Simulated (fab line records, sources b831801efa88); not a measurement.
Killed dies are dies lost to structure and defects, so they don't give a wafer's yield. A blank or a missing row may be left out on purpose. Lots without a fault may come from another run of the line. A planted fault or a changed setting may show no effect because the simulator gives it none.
Chamber matching | flow gf180mcu | GF_V3_CMP_26 on cmp-02: 4 sister chambers
The step polishes, stops on SiO2, t overpolish 15 s, target thk 0 nm. 8 wafers are shown with their chamber, then 7 later ones without.

WAFERS WITH THEIR CHAMBER
wafer  | chamber | motor_current_A (A) | time_to_endpoint_s (s)
L130.6 | 0       | 10.5                | 86
L133.6 | 3       | 10.5                | 86
L135.6 | 0       | 10.5                | 84
L146.2 | 1       | 11.5                | 91
L146.3 | 2       | 10.2                | 84
L146.5 | 3       | 11.1                | 92
L149.1 | 2       | 10.1                | 84
L149.2 | 1       | 10.7                | 88

WAFERS WITHOUT THEIR CHAMBER
wafer  | motor_current_A (A) | time_to_endpoint_s (s)
L149.5 | 11.6                | 83
L150.2 | 11.1                | 83
L150.4 | 10.6                | 86
L150.6 | 10.5                | 80
L151.2 | 10.7                | 88
L151.3 | 11.6                | 88
L151.4 | 10.5                | 86

WHICH CHAMBER EACH WENT THROUGH
wafer  | from the rows above               | in truth
L149.5 | can't be placed: 1 or 0 or 3 or 2 | 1
L150.2 | can't be placed: 0 or 3 or 1 or 2 | 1
L150.4 | can't be placed: 0 or 3 or 2 or 1 | 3
L150.6 | can't be placed: 2 or 0 or 3      | 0
L151.2 | can't be placed: 3 or 1 or 0 or 2 | 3
L151.3 | can't be placed: 1 or 3 or 0      | 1
L151.4 | can't be placed: 0 or 2 or 3 or 1 | 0
Placed correctly: 0 of 7. Can't be placed from these rows: 7 (the true chamber is among the candidates in 7). Placed wrongly: 0.
How it was worked out, from the rows above alone: a wafer's distance from a chamber is the root of the sum, over the readings, of the square of ((its reading less the chamber's mean) divided by the reading's scatter). The wafer belongs to the nearest chamber; if the next one is less than 2 further off, it can't be placed. A chamber's mean is the mean of its shown wafers. The scatter: the root of (the sum of the squares of (reading less its chamber's mean) over the shown wafers, divided by (wafers less chambers)).
